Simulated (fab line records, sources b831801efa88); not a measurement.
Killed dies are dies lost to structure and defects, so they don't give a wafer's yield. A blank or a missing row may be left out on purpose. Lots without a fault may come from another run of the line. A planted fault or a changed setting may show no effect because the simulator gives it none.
Which tool did it? | flow gf180mcu | 6 lots, 18 wafers sampled, at 3 steps of a route of 602

WHAT THE GAUGES READ, wafer by wafer
GF_V3_THK_MEAS_01.
lot  | measured     | on            | V3_CVD_00_THK (nm)
L457 | day 21 19:00 | film_metro-02 | 606 599 595
L461 | day 23 09:46 | film_metro-02 | 477 482 473
L469 | day 26 01:25 | film_metro-04 | 611 602 611
L471 | day 26 16:48 | film_metro-02 | 604 593 602
L473 | day 27 03:14 | film_metro-03 | 596 603 601
L478 | day 28 16:18 | film_metro-04 | 605 606 608

WHICH TOOL RAN EACH LOT (tool, then ch and the chambers of the sampled wafers, then the start)
lot  | GF_M2_STRIP_17                       | GF_V3_CVD_00
L457 | plasma_asher-03 ch 0,1, day 19 15:19 | hdpcvd-02 ch 0,1, day 21 18:55
L461 | plasma_asher-04 ch 0,1, day 21 07:05 | hdpcvd-02 ch 0,1, day 23 09:40
L469 | plasma_asher-03 ch 0,1, day 24 02:36 | hdpcvd-01 ch 0,1,2, day 26 01:20
L471 | plasma_asher-01 ch 0,1, day 24 18:37 | hdpcvd-01 ch 0,1,2, day 26 16:44
L473 | plasma_asher-03 ch 0,1, day 25 06:21 | hdpcvd-02 ch 1,2, day 27 03:10
L478 | plasma_asher-04 ch 0,1, day 26 20:54 | hdpcvd-02 ch 1,2, day 28 16:14
- GF_M2_STRIP_17: strips in O2/N2.
- GF_V3_CVD_00: deposits SiO2, target thk 600 nm, time 100 s.

THE ANSWER, worked out from the rows above alone
Rule: what is usual is taken from the lots themselves. Put in order of their means at a reading, lots are off if they are a third of the lots or fewer, leave a main group of 4 or more, and stand apart from it by a gap of 3 or more times the standard deviation of the main group's means; of several such gaps the widest counts. A main group whose means are all the same, to the digits that the tables above print for the reading, isn't used. A lot without any number at a reading at which 4 lots or more have one is off too. The other lots that the step has rows for count as sound.
Off: L461, at GF_V3_THK_MEAS_01 (V3_CVD_00_THK). The main group: mean 603 nm, standard deviation 3.6.
A tool fits if, at a process step before that reading, it ran every lot that is off, and no sound lot after the first of them. The gauges at GF_V3_THK_MEAS_01 are tried like those tools. None of those tried fits.

WHAT THE SIMULATOR HAD PUT IN
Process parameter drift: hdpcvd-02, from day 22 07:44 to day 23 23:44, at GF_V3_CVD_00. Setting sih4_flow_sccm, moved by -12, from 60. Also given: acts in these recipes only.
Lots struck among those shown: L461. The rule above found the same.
